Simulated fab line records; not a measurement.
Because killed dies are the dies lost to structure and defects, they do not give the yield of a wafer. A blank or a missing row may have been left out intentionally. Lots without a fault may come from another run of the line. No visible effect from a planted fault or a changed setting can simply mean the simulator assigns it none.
Matching of chambers | flow gf180mcu | 3 sister chambers for GF_V4_CVD_00 on hdpcvd-02
The step deposits SiO2, target thk 600 nm, time 100 s. 3 wafers are shown with their chamber, then 8 later ones without.

== WAFERS, EACH WITH ITS CHAMBER ==
wafer  | chamber | sih4-flow-sccm (sccm)
L829.3 | 2       | 59.91
L829.5 | 1       | 59.79
L831.1 | 0       | 59.81

== WAFERS WITHOUT THEIR CHAMBER ==
wafer  | sih4-flow-sccm (sccm)
L831.2 | 60.19
L831.6 | 60.21
L833.2 | 60.05
L833.5 | 60.07
L833.6 | 60.13
L835.3 | 60.07
L835.4 | 59.64
L835.5 | 59.91

== WHICH CHAMBER EACH WENT THROUGH ==
wafer  | from the rows above          | in truth
L831.2 | can't be placed: 2 or 0 or 1 | 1
L831.6 | can't be placed: 2 or 0 or 1 | 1
L833.2 | can't be placed: 2 or 0 or 1 | 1
L833.5 | can't be placed: 2 or 0 or 1 | 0
L833.6 | can't be placed: 2 or 0 or 1 | 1
L835.3 | can't be placed: 2 or 0 or 1 | 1
L835.4 | can't be placed: 1 or 0 or 2 | 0
L835.5 | can't be placed: 2 or 0 or 1 | 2
Placed correctly: 0 of 8. These rows do not allow placing 8 (true chamber among the candidates in 8). Number placed wrongly: 0.
How it was worked out, from the rows above alone: a wafer's distance from a chamber is the root of the sum, over the readings, of the square of ((its reading less the chamber's mean) divided by the reading's scatter). If the next closest chamber is less than 2 further off than the closest, the wafer can't be placed; otherwise it belongs to the closest. Each chamber's mean is taken over the wafers shown for it. The scatter (one wafer shown for each chamber): square how far every hidden wafer sits from the nearest shown wafer, average those squares and take the square root.
